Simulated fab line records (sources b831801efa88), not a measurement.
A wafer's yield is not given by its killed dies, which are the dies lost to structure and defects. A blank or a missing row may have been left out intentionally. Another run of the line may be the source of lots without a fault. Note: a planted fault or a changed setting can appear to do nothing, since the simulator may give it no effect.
What tool caused it? | flow gf180mcu | 72 wafers from 24 lots sampled at 6 of the route's 602 steps

## WHAT THE GAUGES READ, wafer by wafer
GF_SAB_OVL_MEAS_10. Usual: SAB_OVL gives -0.1 nm (standard deviation 1.2).
lot  | measured     | on         | SAB_OVL (nm)   | flag
L074 | day 15 04:43 | overlay-01 | 2.0 0.5 -1.7   |
L075 | day 15 12:52 | overlay-01 | 3.3 1.2 1.7    |
L076 | day 15 17:37 | overlay-02 | 0.1 1.0 0.1    |
L077 | day 15 22:23 | overlay-01 | 1.2 1.2 -0.3   |
L078 | day 16 12:13 | overlay-02 | -0.8 0.1 -0.6  |
L079 | day 16 19:44 | overlay-01 | 1.0 0.1 2.4    |
L080 | day 17 04:47 | overlay-01 | 0.5 -0.6 -0.2  |
L081 | day 17 07:38 | overlay-01 | -1.2 -0.2 -0.9 |
L082 | day 17 22:34 | overlay-02 | 0.6 0.5 -2.6   |
L083 | day 18 15:30 | overlay-02 | -1.3 -0.1 -0.5 |
L084 | day 19 03:37 | overlay-02 | -1.8 -0.7 -1.4 |
L085 | day 19 05:44 | overlay-02 | -0.2 -0.4 -0.9 |
L086 | day 19 08:01 | overlay-01 | -0.3 -0.7 0.4  |
L087 | day 19 21:15 | overlay-02 | -0.3 -0.6 -0.1 |
L088 | day 20 08:04 | overlay-02 | -0.5 -1.2 -1.8 |
L089 | day 20 17:23 | overlay-01 | 0.5 -0.9 0.6   |
L091 | day 21 04:41 | overlay-02 | 2.2 1.1 0.4    |
L090 | day 21 07:23 | overlay-02 | -2.1 -0.3 -0.1 |
L092 | day 21 15:10 | overlay-02 | -1.0 0.2 0.1   |
L093 | day 22 01:52 | overlay-02 | -1.9 -1.2 -2.4 |
L094 | day 22 12:50 | overlay-02 | -0.4 -2.0 -0.3 |
L095 | day 22 21:04 | overlay-02 | -0.5 0.2 -1.5  |
L096 | day 23 06:04 | overlay-02 | -0.2 0.7 0.7   |
L097 | day 23 15:25 | overlay-01 | 0.2 0.1 1.2    |

GF_V4_THK_MEAS_25: measures by xrf. Usual: V4_W_THK gives 342 nm (standard deviation 4.4).
lot  | measured     | on            | V4_W_THK (nm) | flag
L074 | day 24 11:06 | film metro-03 | 343 346 343   |
L075 | day 24 18:11 | film metro-04 | 342 346 344   |
L076 | day 24 22:57 | film metro-04 | 346 343 345   |
L077 | day 25 04:21 | film metro-01 | 343 346 348   |
L078 | day 25 14:04 | film metro-03 | 340 337 338   |
L079 | day 26 00:48 | film metro-01 | 342 344 342   |
L080 | day 26 09:10 | film metro-01 | 345 346 348   |
L081 | day 26 16:14 | film metro-03 | 340 338 337   |
L082 | day 27 01:03 | film metro-04 | 345 344 341   |
L083 | day 27 17:10 | film metro-01 | 342 346 346   |
L084 | day 28 01:40 | film metro-03 | 338 338 335   |
L085 | day 28 04:25 | film metro-01 | 345 343 339   |
L086 | day 28 05:23 | film metro-03 | 340 338 333   |
L087 | day 28 15:08 | film metro-01 | 341 342 342   |
L088 | day 29 01:48 | film metro-03 | 336 339 337   |
L089 | day 29 08:27 | film metro-03 | 344 340 341   |
L091 | day 29 16:04 | film metro-03 | 340 339 340   |
L090 | day 29 21:23 | film metro-01 | 348 350 349   |
L092 | day 30 00:48 | film metro-03 | 343 338 333   |
L093 | day 30 08:27 | film metro-04 | 340 344 342   |
L094 | day 30 18:04 | film metro-01 | 349 349 345   |
L095 | day 30 21:59 | film metro-04 | 339 340 341   |
L096 | day 31 05:02 | film metro-03 | 334 334 333   |
L097 | day 31 13:41 | film metro-04 | 346 344 347   |

GF_TOP_METAL_RS_MEAS_05: a four-point-probe measurement. Usual: TOP_METAL_ALCU_RS gives 0.0328 ohm/sq (standard deviation 0.00036).
lot  | measured     | on            | TOP_METAL_ALCU_RS (ohm/sq) | flag
L074 | day 27 06:40 | film metro-01 | 0.0326 0.0325 0.0328       |
L075 | day 27 09:49 | film metro-04 | 0.0322 0.0325 0.0324       |
L076 | day 27 16:08 | film metro-01 | 0.0328 0.0332 0.0328       |
L077 | day 27 21:29 | film metro-01 | 0.0330 0.0331 0.0336       |
L078 | day 28 07:43 | film metro-04 | 0.0329 0.0330 0.0332       |
L079 | day 28 16:24 | film metro-02 | 0.0330 0.0333 0.0327       |
L080 | day 29 01:53 | film metro-01 | 0.0330 0.0332 0.0328       |
L081 | day 29 06:13 | film metro-04 | 0.0328 0.0328 0.0329       |
L082 | day 29 16:35 | film metro-02 | 0.0329 0.0328 0.0329       |
L083 | day 30 04:31 | film metro-02 | 0.0325 0.0328 0.0329       |
L084 | day 30 13:49 | film metro-04 | 0.0325 0.0323 0.0328       |
L085 | day 30 16:57 | film metro-02 | 0.0322 0.0320 0.0323       |
L086 | day 30 18:31 | film metro-02 | 0.0328 0.0329 0.0329       |
L087 | day 31 01:57 | film metro-02 | 0.0329 0.0329 0.0328       |
L088 | day 31 13:34 | film metro-02 | 0.0326 0.0328 0.0324       |
L089 | day 31 17:40 | film metro-01 | 0.0331 0.0323 0.0333       |
L091 | day 32 00:04 | film metro-01 | 0.0326 0.0327 0.0328       |
L090 | day 32 07:22 | film metro-01 | 0.0324 0.0321 0.0324       |
L092 | day 32 10:04 | film metro-02 | 0.0334 0.0327 0.0332       |
L093 | day 32 14:47 | film metro-01 | 0.0322 0.0324 0.0325       |
L094 | day 33 00:47 | film metro-01 | 0.0327 0.0331 0.0327       |
L095 | day 33 04:17 | film metro-01 | 0.0329 0.0331 0.0330       |
L096 | day 33 09:34 | film metro-04 | 0.0328 0.0329 0.0329       |
L097 | day 33 18:36 | film metro-04 | 0.0335 0.0335 0.0334       |

## EACH LOT AND THE TOOL THAT RAN IT (in order: tool; ch and the chambers of the sampled wafers; start)
lot  | GF_VT_IMPLANT_RTA_45             | GF_V1_CMP_26                  | GF_M2_SPUTTER_02
L074 | rtp anneal-01 ch 0, day 7 14:22  | cmp-01 ch 0,1,3, day 18 04:49 | pvd sputter-03, day 18 05:15
L075 | rtp anneal-02 ch 0, day 7 19:37  | cmp-02 ch 2,3, day 18 13:31   | pvd sputter-03, day 18 13:56
L076 | rtp anneal-01 ch 0, day 7 23:58  | cmp-02 ch 0,2,3, day 18 18:31 | pvd sputter-04, day 18 18:57
L077 | rtp anneal-01 ch 0, day 8 06:05  | cmp-02 ch 0,1,3, day 19 00:28 | pvd sputter-01, day 19 00:53
L078 | rtp anneal-02 ch 0, day 8 12:29  | cmp-02 ch 0,2,3, day 19 15:53 | pvd sputter-03, day 19 16:19
L079 | rtp anneal-02 ch 0, day 8 21:05  | cmp-01 ch 0,2, day 20 00:16   | pvd sputter-03, day 20 00:41
L080 | rtp anneal-02 ch 0, day 9 02:58  | cmp-01 ch 0,3, day 20 08:53   | pvd sputter-04, day 20 09:16
L081 | rtp anneal-01 ch 0, day 9 10:47  | cmp-01 ch 1,2,3, day 20 13:55 | pvd sputter-04, day 20 14:12
L082 | rtp anneal-02 ch 0, day 9 19:37  | cmp-01 ch 0,1,3, day 21 04:39 | pvd sputter-01, day 21 04:56
L083 | rtp anneal-02 ch 0, day 10 05:39 | cmp-02 ch 0,3, day 21 21:44   | pvd sputter-01, day 21 22:10
L084 | rtp anneal-02 ch 0, day 10 16:19 | cmp-01 ch 1,2,3, day 22 08:42 | pvd sputter-03, day 22 09:02
L085 | rtp anneal-01 ch 0, day 10 20:24 | cmp-02 ch 0,1,3, day 22 10:50 | pvd sputter-01, day 22 11:16
L086 | rtp anneal-02 ch 0, day 10 21:59 | cmp-02 ch 0,1,2, day 22 15:37 | pvd sputter-01, day 22 16:01
L087 | rtp anneal-01 ch 0, day 11 07:06 | cmp-01 ch 2,3, day 23 03:05   | pvd sputter-03, day 23 03:28
L088 | rtp anneal-01 ch 0, day 11 13:37 | cmp-02 ch 0,1,2, day 23 12:59 | pvd sputter-03, day 23 13:22
L089 | rtp anneal-02 ch 0, day 11 19:49 | cmp-02 ch 0,2,3, day 23 22:07 | pvd sputter-04, day 23 22:32
L091 | rtp anneal-01 ch 0, day 12 09:44 | cmp-01 ch 2,3, day 24 08:13   | pvd sputter-01, day 24 08:36
L090 | rtp anneal-02 ch 0, day 12 10:03 | cmp-01 ch 0,1, day 24 10:21   | pvd sputter-01, day 24 10:47
L092 | rtp anneal-01 ch 0, day 12 14:12 | cmp-01 ch 0,1,3, day 24 17:13 | pvd sputter-03, day 24 17:38
L093 | rtp anneal-02 ch 0, day 12 20:19 | cmp-01 ch 0,1,3, day 25 02:25 | pvd sputter-04, day 25 02:48
L094 | rtp anneal-01 ch 0, day 13 04:02 | cmp-02 ch 0,2,3, day 25 11:49 | pvd sputter-03, day 25 12:11
L095 | rtp anneal-02 ch 0, day 13 12:16 | cmp-01 ch 0,1,3, day 25 19:39 | pvd sputter-01, day 25 20:02
L096 | rtp anneal-01 ch 0, day 13 19:46 | cmp-01 ch 1,2,3, day 26 03:19 | pvd sputter-01, day 26 03:45
L097 | rtp anneal-01 ch 0, day 14 05:14 | cmp-01 ch 1,2,3, day 26 11:04 | pvd sputter-03, day 26 11:30
- GF_VT_IMPLANT_RTA_45: time 30 s.
- GF_V1_CMP_26: polishes, stops on SiO2, t overpolish 15 s, target thk 0 nm.
- GF_M2_SPUTTER_02: material AlCu, target thk 450 nm, time 23.9 s.

## AS READ BY THE TOOLS THEMSELVES (means over the sampled wafers that have a number; for cases with no such wafer, the mark the record gives instead)
GF_VT_IMPLANT_RTA_45. Usual: anneal temp c max 1054.8, standard deviation 0.78; lamp power pct 40 %, standard deviation 3.8; wafer_temp_C_max 1053.3, standard deviation 0.71.
lot  | tool          | anneal temp c max | lamp power pct (%) | wafer_temp_C_max | flag
L074 | rtp anneal-01 | 1055.2            | 37                 | 1053.9           |
L075 | rtp anneal-02 | 1054.3            | 44                 | 1052.8           |
L076 | rtp anneal-01 | 1054.7            | 37                 | 1053.6           |
L077 | rtp anneal-01 | 1054.7            | 37                 | 1053.7           |
L078 | rtp anneal-02 | 1054.2            | 44                 | 1053.8           |
L079 | rtp anneal-02 | 1053.9            | 44                 | 1053.4           |
L080 | rtp anneal-02 | 1055.6            | 44                 | 1053.2           |
L081 | rtp anneal-01 | 1055.0            | 37                 | 1053.0           |
L082 | rtp anneal-02 | 1054.7            | 44                 | 1053.5           |
L083 | rtp anneal-02 | 1054.1            | 44                 | 1052.8           |
L084 | rtp anneal-02 | 1054.7            | 44                 | 1053.4           |
L085 | rtp anneal-01 | 1054.6            | 37                 | 1053.8           |
L086 | rtp anneal-02 | 1055.1            | 44                 | 1053.1           |
L087 | rtp anneal-01 | 1054.6            | 37                 | 1053.3           |
L088 | rtp anneal-01 | 1054.4            | 37                 | 1052.7           |
L089 | rtp anneal-02 | 1055.0            | 44                 | 1053.3           |
L091 | rtp anneal-01 | 1053.4            | 37                 | 1052.9           |
L090 | rtp anneal-02 | 1054.2            | 44                 | 1052.9           |
L092 | rtp anneal-01 | 1054.7            | 37                 | 1053.6           |
L093 | rtp anneal-02 | 1053.6            | 44                 | 1053.4           |
L094 | rtp anneal-01 | 1055.6            | 37                 | 1053.0           |
L095 | rtp anneal-02 | 1055.0            | 44                 | 1052.9           |
L096 | rtp anneal-01 | 1055.0            | 37                 | 1053.4           |
L097 | rtp anneal-01 | 1055.1            | 37                 | 1053.7           |

GF_V1_CMP_26. Usual: motor current A 10.5 A, standard deviation 0.76; overpolish run s 15.001 s, standard deviation 0.0094; time to endpoint s 85 s, standard deviation 3.7.
lot  | tool   | motor current A (A) | overpolish run s (s) | time to endpoint s (s) | flag
L074 | cmp-01 | 10.9                | 14.995               | 83                     |
L075 | cmp-02 | 10.8                | 15.005               | 82                     |
L076 | cmp-02 | 10.4                | 15.008               | 87                     |
L077 | cmp-02 | 10.2                | 15.000               | 86                     |
L078 | cmp-02 | 10.6                | 14.999               | 84                     |
L079 | cmp-01 | 11.2                | 14.995               | 81                     |
L080 | cmp-01 | 11.1                | 14.999               | 91                     |
L081 | cmp-01 | 9.7                 | 15.005               | 81                     |
L082 | cmp-01 | 10.8                | 15.003               | 82                     |
L083 | cmp-02 | 10.4                | 15.016               | 87                     |
L084 | cmp-01 | 10.1                | 15.008               | 85                     |
L085 | cmp-02 | 9.9                 | 15.002               | 87                     |
L086 | cmp-02 | 10.3                | 15.010               | 89                     |
L087 | cmp-01 | 10.0                | 15.000               | 86                     |
L088 | cmp-02 | 10.5                | 15.005               | 89                     |
L089 | cmp-02 | 10.9                | 14.996               | 88                     |
L091 | cmp-01 | 10.0                | 15.002               | 85                     |
L090 | cmp-01 | 11.1                | 14.997               | 82                     |
L092 | cmp-01 | 10.5                | 14.993               | 83                     |
L093 | cmp-01 | 10.5                | 14.993               | 86                     |
L094 | cmp-02 | 10.2                | 14.996               | 85                     |
L095 | cmp-01 | 10.7                | 14.992               | 82                     |
L096 | cmp-01 | 10.2                | 15.001               | 82                     |
L097 | cmp-01 | 10.0                | 15.001               | 83                     |

GF_M2_SPUTTER_02. Usual: throttle valve pct 29.7 %, standard deviation 1.2.
lot  | tool           | throttle valve pct (%) | flag
L074 | pvd sputter-03 | 28.7                   |
L075 | pvd sputter-03 | 29.1                   |
L076 | pvd sputter-04 | 29.6                   |
L077 | pvd sputter-01 | 30.2                   |
L078 | pvd sputter-03 | 28.1                   |
L079 | pvd sputter-03 | 29.1                   |
L080 | pvd sputter-04 | 29.6                   |
L081 | pvd sputter-04 | 31.1                   |
L082 | pvd sputter-01 | 29.7                   |
L083 | pvd sputter-01 | 30.5                   |
L084 | pvd sputter-03 | 29.1                   |
L085 | pvd sputter-01 | 30.9                   |
L086 | pvd sputter-01 | 29.5                   |
L087 | pvd sputter-03 | 29.6                   |
L088 | pvd sputter-03 | 29.1                   |
L089 | pvd sputter-04 | 29.7                   |
L091 | pvd sputter-01 | 30.5                   |
L090 | pvd sputter-01 | 30.5                   |
L092 | pvd sputter-03 | 28.9                   |
L093 | pvd sputter-04 | 30.3                   |
L094 | pvd sputter-03 | 29.6                   |
L095 | pvd sputter-01 | 30.5                   |
L096 | pvd sputter-01 | 30.8                   |
L097 | pvd sputter-03 | 29.1                   |

## THE ANSWER, worked out from the rows above alone
Rule: lot off if the mean of its wafers having a number is beyond 3 standard deviations from the usual mean. A lot without any number at a reading at which 4 lots or more have one is off too. The other lots that the step has rows for count as sound. First the gauges in route order, then the tools' own readings, where a lot's mean is used as printed above. At the first step where some lot is off, the reading lying furthest off is the one used; lots without a number count as furthest.
Nothing can be told from this: no lot is off at any reading shown.

## WHAT THE SIMULATOR PUT IN
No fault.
